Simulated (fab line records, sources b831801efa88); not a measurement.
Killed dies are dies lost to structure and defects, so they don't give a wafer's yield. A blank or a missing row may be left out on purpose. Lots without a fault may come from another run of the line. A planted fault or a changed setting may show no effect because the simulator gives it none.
fab line records | flow sky130
record lots=12 wafers=36 last_day=50
route steps=708 shown POLY_GATE@228 LDD_N@245 LDD_HVP@285 LI_CONTACT@374
lots that met no fault: from a run of the same line without faults
start_h: hours from the record's first day to the start of the lot's first wafer shown | wait_h: hours since the lot's step before | " the same as in the row above | L1.1+2: a row that stands for several wafers | - no value, or no start given | * or withheld: withheld | < > ~ a bound
route shown NAME@n: a module of which the file shows steps, and the number in the route of the first | usual: mean/standard deviation of fault-free wafers | same: alike in all rows | chamber/n: place in a boat | sites: the reading at each site | _std_site: their standard deviation | _edge_site: outer sites' mean less inner sites' | radius_mm: how far each site lies from the wafer's centre | mask NAME#n: copy n | behind: the tool/chamber that last shaped the wafer | hold: why the lot was held/for how many hours/how that ended | device: the transistor (n, p or np) that didn't switch | end of line: the same wafers' tests at the end of the route | a step without rows: its recipe alone | killed: dies lost to structure and defects at the first sort, not the wafer's yield | map: a wafer's dies, x killed, . not, _ none there
set.NAME: the setting as run; set.NAME@STEP: as run at that earlier step | model.NAME: the simulator's own value behind a step, which no gauge read
steps of the route over a sample of lots; a table a step, a row a wafer
services: from which hour (start_h, from the record's first day; less than 0 if before it) a tool's chamber was out of use, for how many hours, and why
## steps
# step SKY_POLY_GATE_OVL_MEAS_14
# usual POLY_GATE_OVL=0/4.7
# columns lot.wafer tool chamber start_h wait_h POLY_GATE_OVL[nm]
L625.1 overlay-02 - 392.77 0.1 -4
L625.5 " - " " -3
L625.6 " - " " 4
L624.2 overlay-02 - 395.67 0.1 -1
L624.3 " - " " 2
L624.4 " - " " 0
L627.3 overlay-01 - 396.03 0.1 3
L627.5 " - " " 7
L627.6 " - " " 5
L631.1 overlay-01 - 433.65 0.1 5
L631.3 " - " " 3
L631.6 " - " " -1
L633.4 overlay-02 - 452.18 0.1 12
L633.5 " - " " 4
L633.6 " - " " 3
L638.4 overlay-02 - 498.60 0.1 -1
L638.5 " - " " -1
L638.6 " - " " -10
L640.1 overlay-02 - 510.58 0.1 2
L640.2 " - " " -1
L640.5 " - " " 2
L643.1 overlay-01 - 559.52 0.1 -4
L643.3 " - " " 4
L643.5 " - " " 0
L644.2 overlay-02 - 560.84 0.1 -4
L644.4 " - " " -5
L644.6 " - " " -1
L645.2 overlay-02 - 561.80 0.1 -7
L645.4 " - " " -1
L645.6 " - " " -4
L646.1 overlay-01 - 561.88 0.1 2
L646.4 " - " " 2
L646.5 " - " " 6
L647.1 overlay-01 - 573.62 0.1 0
L647.2 " - " " 9
L647.4 " - " " 3
# step SKY_LDD_N_IMPLANT_08
# recipe species=As energy_kev=20 dose_cm2=7.5e+13 tilt_deg=withheld rotation_deg=23
# usual beam_on_s=10.00/0.17 end_station_pressure_torr=5.36e-06/2.8e-07 faraday_current_uA=423/7.2
# same implant_ion_amu=75
# columns lot.wafer tool chamber start_h wait_h beam_on_s end_station_pressure_torr faraday_current_uA
L625.1 implanter-01 0 424.75 0.0 10.09 5.19e-06 420
L625.5 " 0 " " 9.66 5.19e-06 438
L625.6 " 0 " " 10.06 5.21e-06 419
L624.2 implanter-04 0 427.72 0.0 10.02 6.08e-06 418
L624.3 " 0 " " 10.08 5.35e-06 418
L624.4 " 0 " " 10.12 5.6e-06 419
L627.3 implanter-01 0 427.93 0.1 9.95 5.27e-06 426
L627.5 " 0 " " 9.93 5.2e-06 424
L627.6 " 0 " " 9.79 5.45e-06 432
L631.1 implanter-04 0 467.10 0.0 10.25 5.68e-06 412
L631.3 " 0 " " 10.22 5.14e-06 413
L631.6 " 0 " " 9.92 5.38e-06 426
L633.4 implanter-02 0 485.22 0.1 9.89 5.21e-06 428
L633.5 " 0 " " 10.03 5.25e-06 420
L633.6 " 0 " " 9.76 5.5e-06 433
L638.4 implanter-01 0 531.57 0.1 12.19 0.00011586 349
L638.5 " 0 " " 12.48 0.00010752 341
L638.6 " 0 " " 12.32 0.00011025 346
L640.1 implanter-01 0 542.45 0.0 12.97 0.00010075 330
L640.2 " 0 " " 12.46 0.00011524 343
L640.5 " 0 " " 12.30 0.00011434 347
L643.1 implanter-04 0 591.16 0.0 9.91 5.1e-06 426
L643.3 " 0 " " 9.86 5.25e-06 428
L643.5 " 0 " " 9.72 5.56e-06 432
L644.2 implanter-04 0 592.38 0.2 10.16 5.38e-06 416
L644.4 " 0 " " 9.92 5.39e-06 425
L644.6 " 0 " " 10.00 5.13e-06 422
L645.2 implanter-04 0 593.58 0.2 9.97 5.29e-06 423
L645.4 " 0 " " 10.12 5.21e-06 417
L645.6 " 0 " " 9.88 5.47e-06 428
L646.1 implanter-02 0 593.98 0.0 10.27 5.38e-06 413
L646.4 " 0 " " 9.96 5.34e-06 428
L646.5 " 0 " " 9.75 5.3e-06 433
L647.1 implanter-02 0 604.80 0.0 10.08 5.64e-06 420
L647.2 " 0 " " 10.08 4.55e-06 419
L647.4 " 0 " " 10.06 4.96e-06 420
# step SKY_LDD_N_STRIP_16
# recipe chemistry=O2/N2 power_w=1400 pressure_mtorr=1500 platen_temp_c=withheld o2_flow_sccm=3000 n2_flow_sccm=300 overash_fraction=0.5
# usual drypump_motor_current_A=5.9/0.49 oes_product_au=0.407/0.0047 strip_time_to_endpoint_s=4.320/0.015
# same overash_fraction=0.5
# columns lot.wafer tool chamber start_h wait_h drypump_motor_current_A oes_product_au rf_hours_counter_h strip_time_to_endpoint_s
L625.1 plasma_asher-04 0 425.95 0.1 5.8 0.403 72 4.331
L625.5 " 1 " " 6.1 0.404 - 4.355
L625.6 " 0 " " 5.8 0.411 - 4.345
L624.2 plasma_asher-04 1 428.90 0.1 6.1 0.402 73 4.328
L624.3 " 1 " " 6.1 0.405 - 4.328
L624.4 " 0 " " 5.8 0.408 - 4.307
L627.3 plasma_asher-01 0 429.12 0.1 6.6 0.412 - 4.314
L627.5 " 1 " " 5.5 0.412 - 4.315
L627.6 " 0 " " 6.7 0.406 - 4.299
L631.1 plasma_asher-04 1 468.30 0.1 6.1 0.408 77 4.300
L631.3 " 0 " " 5.8 0.399 - 4.294
L631.6 " 1 " " 6.1 0.403 - 4.323
L633.4 plasma_asher-04 1 486.38 0.1 6.1 0.403 - 4.308
L633.5 " 1 " " 6.1 0.405 - 4.304
L633.6 " 0 " " 5.8 0.401 - 4.318
L638.4 plasma_asher-04 1 532.73 0.1 6.1 0.415 - 4.364
L638.5 " 1 " " 6.1 0.402 - 4.390
L638.6 " 0 " " 5.8 0.409 - 4.383
L640.1 plasma_asher-04 1 543.65 0.1 6.1 0.412 87 4.354
L640.2 " 0 " " 5.8 0.408 87 4.375
L640.5 " 0 " " 5.8 0.409 - 4.368
L643.1 plasma_asher-02 0 592.36 0.1 4.9 0.405 14 4.330
L643.3 " 0 " " 4.9 0.404 - 4.329
L643.5 " 0 " " 4.9 0.411 - 4.318
L644.2 plasma_asher-04 0 593.56 0.1 5.7 0.411 91 4.341
L644.4 " 0 " " 5.8 0.401 - 4.311
L644.6 " 1 " " 6.1 0.404 - 4.330
L645.2 plasma_asher-04 1 594.76 0.1 6.1 0.404 92 4.328
L645.4 " 0 " " 5.7 0.411 - 4.315
L645.6 " 0 " " 5.7 0.406 - 4.318
L646.1 plasma_asher-04 0 595.18 0.1 5.8 0.403 92 4.317
L646.4 " 0 " " 5.8 0.414 - 4.311
L646.5 " 0 " " 5.8 0.404 - 4.326
L647.1 plasma_asher-02 0 606.00 0.1 4.9 0.404 16 4.349
L647.2 " 1 " " 5.6 0.410 16 4.357
L647.4 " 1 " " 5.6 0.407 - 4.351
# step SKY_LDD_HVP_OVL_MEAS_07
# usual LDD_HVP_OVL=-0.2/1.5
# columns lot.wafer tool chamber start_h wait_h LDD_HVP_OVL[nm]
L625.1 overlay-01 - 519.60 0.1 2.3
L625.5 " - " " 0.9
L625.6 " - " " -0.3
L624.2 overlay-02 - 521.73 0.1 -1.1
L624.3 " - " " 0.1
L624.4 " - " " 0.3
L627.3 overlay-02 - 522.17 0.1 -0.2
L627.5 " - " " -0.1
L627.6 " - " " -1.5
L631.1 overlay-01 - 560.01 0.1 -0.6
L631.3 " - " " -0.8
L631.6 " - " " 1.3
L633.4 overlay-01 - 578.11 0.1 -0.7
L633.5 " - " " -1.6
L633.6 " - " " -0.7
L638.4 overlay-02 - 622.10 0.1 -1.8
L638.5 " - " " -1.6
L638.6 " - " " -2.2
L640.1 overlay-02 - 632.40 0.1 1.4
L640.2 " - " " -1.6
L640.5 " - " " 0.1
L643.1 overlay-01 - 679.58 0.1 1.9
L643.3 " - " " 3.4
L643.5 " - " " 0.3
L644.2 overlay-02 - 680.57 0.1 -2.5
L644.4 " - " " -1.0
L644.6 " - " " 0.0
L645.2 overlay-02 - 680.87 0.1 -2.0
L645.4 " - " " -2.3
L645.6 " - " " -0.9
L646.1 overlay-02 - 682.23 0.1 0.5
L646.4 " - " " 1.6
L646.5 " - " " 0.7
L647.1 overlay-01 - 693.93 0.1 1.0
L647.2 " - " " -0.4
L647.4 " - " " 0.2
# step SKY_LI_CONTACT_CD_MEAS_12
# recipe target_cd_nm=170
# usual cd_nm=170.1/1.2
# columns lot.wafer tool chamber start_h wait_h cd_nm
L625.1 cd_sem-02 - 700.67 - 170.8
L625.5 " - " " 170.7
L625.6 " - " " 170.3
L624.2 cd_sem-01 - 701.85 - 170.2
L624.3 " - " " 170.8
L624.4 " - " " 170.7
L627.3 cd_sem-01 - 702.30 - 167.4
L627.5 " - " " 168.3
L627.6 " - " " 167.8
L631.1 cd_sem-01 - 737.12 - 172.4
L631.3 " - " " 170.9
L631.6 " - " " 170.6
L633.4 cd_sem-02 - 753.83 - 169.3
L633.5 " - " " 168.6
L633.6 " - " " 168.8
L638.4 cd_sem-02 - 793.43 - 169.3
L638.5 " - " " 170.5
L638.6 " - " " 171.3
L640.1 cd_sem-02 - 800.08 - 170.8
L640.2 " - " " 168.5
L640.5 " - " " 168.2
L643.1 cd_sem-01 - 844.53 - 167.8
L643.3 " - " " 169.4
L643.5 " - " " 168.8
L644.2 cd_sem-02 - 846.58 - 172.0
L644.4 " - " " 173.1
L644.6 " - " " 170.7
L645.2 cd_sem-02 - 848.65 - 171.7
L645.4 " - " " 171.4
L645.6 " - " " 171.8
L646.1 cd_sem-01 - 850.07 - 168.8
L646.4 " - " " 170.3
L646.5 " - " " 168.6
L647.1 cd_sem-02 - 857.23 - 169.7
L647.2 " - " " 169.9
L647.4 " - " " 169.8
## services
# columns tool chamber start_h hours kind
implanter-04 - 400.98 2.5 pm
plasma_asher-01 - 404.60 1.0 repair
plasma_asher-02 - 421.25 9.0 pm
plasma_asher-02 0 421.25 9.0 vent_cycle
plasma_asher-02 1 421.25 9.0 vent_cycle
plasma_asher-02 0 430.25 - clean
plasma_asher-02 1 430.25 - clean
implanter-01 - 451.33 4.0 repair
plasma_asher-02 - 466.15 2.8 pm
plasma_asher-02 - 484.95 15.1 pm
implanter-04 - 499.26 9.0 pm
implanter-04 - 508.56 4.4 repair
implanter-04 - 511.56 6.4 repair
plasma_asher-02 - 550.25 4.6 repair
implanter-04 - 555.51 0.5 repair
implanter-01 - 588.52 5.1 pm
implanter-02 - 589.38 3.3 repair
plasma_asher-02 - 594.30 1.3 repair
## key
first_sign step=SKY_LDD_N_IMPLANT_08 reading=end_station_pressure_torr direction=up sigmas=99+ usual=5.36e-06 struck=0.00011066
effect step=SKY_LDD_N_IMPLANT_08 reading=beam_on_s direction=up sigmas=14 usual=10.00 struck=12.45
effect step=SKY_LDD_N_STRIP_16 reading=strip_time_to_endpoint_s direction=up sigmas=3.5 usual=* struck=*
met_at SKY_LDD_N_IMPLANT_08
struck_lots L638,L640
tester_left_out L638,L640
not_acting_at SKY_POLY_GATE_OVL_MEAS_14,SKY_LDD_HVP_OVL_MEAS_07,SKY_LI_CONTACT_CD_MEAS_12
onset_between 427.93 531.57
fault kind=process_parameter_drift tool=implanter-01 chamber=- onset_h=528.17 steps=SKY_LDD_N_IMPLANT_08 channel=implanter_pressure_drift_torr offset=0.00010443 shape=step end_h=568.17
fault kind=process_parameter_drift tool=implanter-01 chamber=- onset_h=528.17 steps=SKY_LDD_N_IMPLANT_08 channel=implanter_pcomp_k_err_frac offset=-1 shape=step end_h=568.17
# tester_left_out: of these lots the tester's yield and bins aren't shown, on N5 and GAA mostly nor the transistor test; their killed dies are dies lost to structure and defects alone, not to doping, threshold or leakage, so they don't give the yield
